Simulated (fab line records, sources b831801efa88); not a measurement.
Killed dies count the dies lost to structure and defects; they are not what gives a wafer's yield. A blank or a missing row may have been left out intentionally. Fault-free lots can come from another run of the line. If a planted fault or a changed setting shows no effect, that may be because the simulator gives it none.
Which of the tools did it?    flow sky130    24 lots, 72 wafers sampled, at 4 steps of a route of 708

== WHAT THE GAUGES READ, wafer by wafer ==
SKY_METAL3_OVL_MEAS_14. Usual: METAL3_OVL -2 nm, standard deviation 6.
lot   measured      on          METAL3_OVL (nm)  flag
L074  day 39 03:27  overlay-01  -4 6 -1          
L075  day 39 03:48  overlay-02  -2 8 3           
L076  day 39 04:43  overlay-01  12 9 -4          
L077  day 39 05:04  overlay-01  -9 -1 -10        
L078  day 39 17:56  overlay-01  3 6 -1           
L079  day 40 00:10  overlay-01  -1 -1 4          
L080  day 40 07:16  overlay-02  -3 -11 8         
L081  day 40 15:31  overlay-01  -4 7 1           
L082  day 40 23:09  overlay-02  3 -11 -7         
L083  day 41 05:34  overlay-01  -8 -8 -9         
L084  day 41 12:54  overlay-01  -7 -4 -8         
L085  day 41 17:31  overlay-02  2 -2 0           
L086  day 41 23:07  overlay-02  8 10 0           
L087  day 42 12:12  overlay-01  -5 -6 4          
L088  day 42 13:34  overlay-01  -3 -15 -9        
L089  day 42 18:13  overlay-02  -1 1 -8          
L090  day 43 05:28  overlay-01  -12 -6 -8        
L091  day 43 08:19  overlay-02  -5 -5 -7         
L092  day 43 20:49  overlay-01  -4 -1 -6         
L093  day 44 05:07  overlay-02  -1 -6 -8         
L094  day 44 11:37  overlay-01  -1 -8 5          
L095  day 45 02:46  overlay-02  -8 -7 -3         
L096  day 45 03:07  overlay-01  -1 6 9           
L097  day 45 17:10  overlay-01  -10 -6 4         

SKY_CAP2M_OVL_MEAS_12. Usual: CAP2M_OVL 0.0 nm, standard deviation 1.2.
lot   measured      on          CAP2M_OVL (nm)  flag
L074  day 41 06:38  overlay-01  1.7 2.0 2.0     
L075  day 41 07:11  overlay-02  -2.2 -3.4 -3.4  
L076  day 41 08:41  overlay-01  -0.6 0.4 -0.2   
L077  day 41 08:59  overlay-01  -0.8 -1.9 -0.2  
L078  day 41 20:11  overlay-02  -0.7 -0.5 -0.4  
L079  day 42 03:12  overlay-01  1.4 -0.4 2.2    
L080  day 42 09:56  overlay-01  0.2 0.3 -1.1    
L081  day 42 17:44  overlay-02  2.1 -0.8 -0.2   
L082  day 43 00:59  overlay-01  1.1 -1.2 0.7    
L083  day 43 07:50  overlay-02  1.5 0.6 -0.3    
L084  day 43 14:35  overlay-01  1.1 1.3 -0.4    
L085  day 43 19:12  overlay-01  1.6 0.6 1.0     
L086  day 44 00:42  overlay-02  -0.1 -2.1 -0.3  
L087  day 44 12:29  overlay-02  1.3 -0.6 0.4    
L088  day 44 14:32  overlay-02  -0.5 -0.2 -1.2  
L089  day 44 18:26  overlay-02  -0.4 -0.1 -1.2  
L090  day 45 03:56  overlay-02  -0.1 0.0 -0.4   
L091  day 45 07:08  overlay-01  0.7 0.5 -1.1    
L092  day 45 19:38  overlay-01  -1.3 -1.1 -1.6  
L093  day 46 03:20  overlay-01  -0.7 1.7 -0.5   
L094  day 46 09:50  overlay-01  -2.6 -2.3 1.0   
L095  day 47 00:05  overlay-01  -0.6 -0.1 -0.2  
L096  day 47 00:11  overlay-02  1.7 1.7 1.4     
L097  day 47 12:50  overlay-02  -0.1 -0.5 -0.7  

== WHAT TOOL EACH LOT RAN ON (gives the tool, then ch and the chambers of the sampled wafers, and finally the start) ==
lot   SKY_METAL1_STRIP_20                   SKY_CAPM_SPUTTER_02
L074  plasma-asher-03 ch 0,1, day 33 11:47  pvd-sputter-03, day 36 22:50
L075  plasma-asher-01 ch 0,1, day 33 13:26  pvd-sputter-04, day 37 00:46
L076  plasma-asher-03 ch 0,1, day 33 13:47  pvd-sputter-01, day 37 02:34
L077  plasma-asher-01 ch 0,1, day 33 16:29  pvd-sputter-03, day 37 03:41
L078  plasma-asher-02 ch 0,1, day 34 04:27  pvd-sputter-03, day 37 15:18
L079  plasma-asher-01 ch 0,1, day 34 11:57  pvd-sputter-01, day 37 22:21
L080  plasma-asher-01 ch 0,1, day 34 17:40  pvd-sputter-01, day 38 05:00
L081  plasma-asher-02 ch 0,1, day 35 03:04  pvd-sputter-01, day 38 13:41
L082  plasma-asher-03 ch 0,1, day 35 11:41  pvd-sputter-03, day 38 22:53
L083  plasma-asher-01 ch 0,1, day 35 17:55  pvd-sputter-04, day 39 05:07
L084  plasma-asher-03 ch 0,1, day 36 02:28  pvd-sputter-01, day 39 11:57
L085  plasma-asher-01 ch 0,1, day 36 07:30  pvd-sputter-01, day 39 17:17
L086  plasma-asher-03 ch 0,1, day 36 13:40  pvd-sputter-01, day 39 23:33
L087  plasma-asher-03 ch 0,1, day 37 04:46  pvd-sputter-04, day 40 11:51
L088  plasma-asher-03 ch 0,1, day 37 05:27  pvd-sputter-04, day 40 13:44
L089  plasma-asher-02 ch 0,1, day 37 11:05  pvd-sputter-03, day 40 19:06
L090  plasma-asher-03 ch 0,1, day 37 21:08  pvd-sputter-04, day 41 05:59
L091  plasma-asher-03 ch 0,1, day 38 01:50  pvd-sputter-01, day 41 09:11
L092  plasma-asher-03 ch 0,1, day 38 15:37  pvd-sputter-03, day 41 21:37
L093  plasma-asher-03 ch 0,1, day 39 01:10  pvd-sputter-03, day 42 07:00
L094  plasma-asher-03 ch 0,1, day 39 08:55  pvd-sputter-03, day 42 14:11
L095  plasma-asher-01 ch 0,1, day 39 22:53  pvd-sputter-03, day 43 05:41
L096  plasma-asher-02 ch 0,1, day 40 00:40  pvd-sputter-01, day 43 06:03
L097  plasma-asher-01 ch 0,1, day 40 16:18  pvd-sputter-03, day 43 20:39
- SKY_METAL1_STRIP_20: strips in O2/N2.
- SKY_CAPM_SPUTTER_02: material TiN, target thk 200 nm, time 159.7 s.

== WHAT THE TOOLS THEMSELVES READ (means of the sampled wafers that have a number; where no wafer has one, the mark that the record gives instead) ==
SKY_METAL1_STRIP_20. Usual: chamber-pressure-mTorr 1499.8 mTorr, standard deviation 1.2; drypump-motor-current-A 5.7 A, standard deviation 0.46; oes-product-au 0.343 a.u., standard deviation 0.0052; strip-time-to-endpoint-s 2.68 s, standard deviation 0.058.
lot   tool             chamber-pressure-mTorr (mTorr)  drypump-motor-current-A (A)  oes-product-au (a.u.)  strip-time-to-endpoint-s (s)  flag
L074  plasma-asher-03  1500.6                          5.8                          0.345                  2.69                          
L075  plasma-asher-01  1500.1                          5.9                          0.338                  2.67                          
L076  plasma-asher-03  1500.1                          5.8                          0.338                  2.68                          
L077  plasma-asher-01  1499.0                          5.9                          0.341                  2.60                          
L078  plasma-asher-02  1500.0                          5.4                          0.343                  2.70                          
L079  plasma-asher-01  1500.8                          5.9                          0.339                  2.68                          
L080  plasma-asher-01  1499.1                          6.1                          0.338                  2.58                          
L081  plasma-asher-02  1500.3                          5.7                          0.345                  2.68                          
L082  plasma-asher-03  1498.8                          5.8                          0.348                  2.72                          
L083  plasma-asher-01  1499.2                          6.1                          0.339                  2.66                          
L084  plasma-asher-03  1500.2                          5.5                          0.343                  2.69                          
L085  plasma-asher-01  1499.8                          5.9                          0.346                  2.75                          
L086  plasma-asher-03  1499.8                          5.7                          0.347                  2.73                          
L087  plasma-asher-03  1500.5                          5.5                          0.337                  2.59                          
L088  plasma-asher-03  1500.4                          5.5                          0.343                  2.70                          
L089  plasma-asher-02  1499.3                          5.7                          0.336                  2.63                          
L090  plasma-asher-03  1499.8                          5.5                          0.345                  2.74                          
L091  plasma-asher-03  1500.2                          5.5                          0.345                  2.67                          
L092  plasma-asher-03  1499.7                          5.8                          0.347                  2.73                          
L093  plasma-asher-03  1500.0                          5.8                          0.345                  2.70                          
L094  plasma-asher-03  1500.8                          5.5                          0.338                  2.59                          
L095  plasma-asher-01  1498.8                          5.9                          0.346                  2.79                          
L096  plasma-asher-02  1499.0                          5.7                          0.345                  2.78                          
L097  plasma-asher-01  1500.7                          6.1                          0.343                  2.65                          

SKY_CAPM_SPUTTER_02. Usual: chamber-pressure-pa 0.4001 Pa, standard deviation 0.00078; throttle-valve-pct 29.6 %, standard deviation 0.92.
lot   tool            chamber-pressure-pa (Pa)  throttle-valve-pct (%)  flag
L074  pvd-sputter-03  0.3999                    29.8                    
L075  pvd-sputter-04  0.3997                    30.2                    
L076  pvd-sputter-01  0.4004                    29.4                    
L077  pvd-sputter-03  0.3997                    29.3                    
L078  pvd-sputter-03  0.3999                    29.8                    
L079  pvd-sputter-01  0.4002                    29.6                    
L080  pvd-sputter-01  0.4016                    29.8                    
L081  pvd-sputter-01  0.4004                    29.6                    
L082  pvd-sputter-03  0.4002                    28.3                    
L083  pvd-sputter-04  0.4000                    29.8                    
L084  pvd-sputter-01  0.4007                    29.5                    
L085  pvd-sputter-01  0.3996                    29.8                    
L086  pvd-sputter-01  0.4006                    29.7                    
L087  pvd-sputter-04  0.4003                    30.8                    
L088  pvd-sputter-04  0.4008                    29.7                    
L089  pvd-sputter-03  0.3999                    29.0                    
L090  pvd-sputter-04  0.3995                    30.3                    
L091  pvd-sputter-01  0.4000                    29.7                    
L092  pvd-sputter-03  0.3996                    29.8                    
L093  pvd-sputter-03  0.4004                    29.2                    
L094  pvd-sputter-03  0.4003                    29.8                    
L095  pvd-sputter-03  0.4002                    29.8                    
L096  pvd-sputter-01  0.4000                    29.6                    
L097  pvd-sputter-03  0.4003                    29.2                    

== THE ANSWER, worked out from the rows above alone ==
Rule: take the mean of a lot's wafers that have a number; if it is more than 3 standard deviations from the usual mean, the lot is off. A lot without any number at a reading at which 4 lots or more have one is off too. The other lots that the step has rows for count as sound. First the gauges in route order, then the tools' own readings, where a lot's mean is used as printed above. The first step at which some lot is off is used, and at that step the reading that is off furthest; a lot without a number counts as furthest.
No lot is off on any of the readings shown, so nothing can be concluded from this.

== WHAT THE SIMULATOR PUT IN ==
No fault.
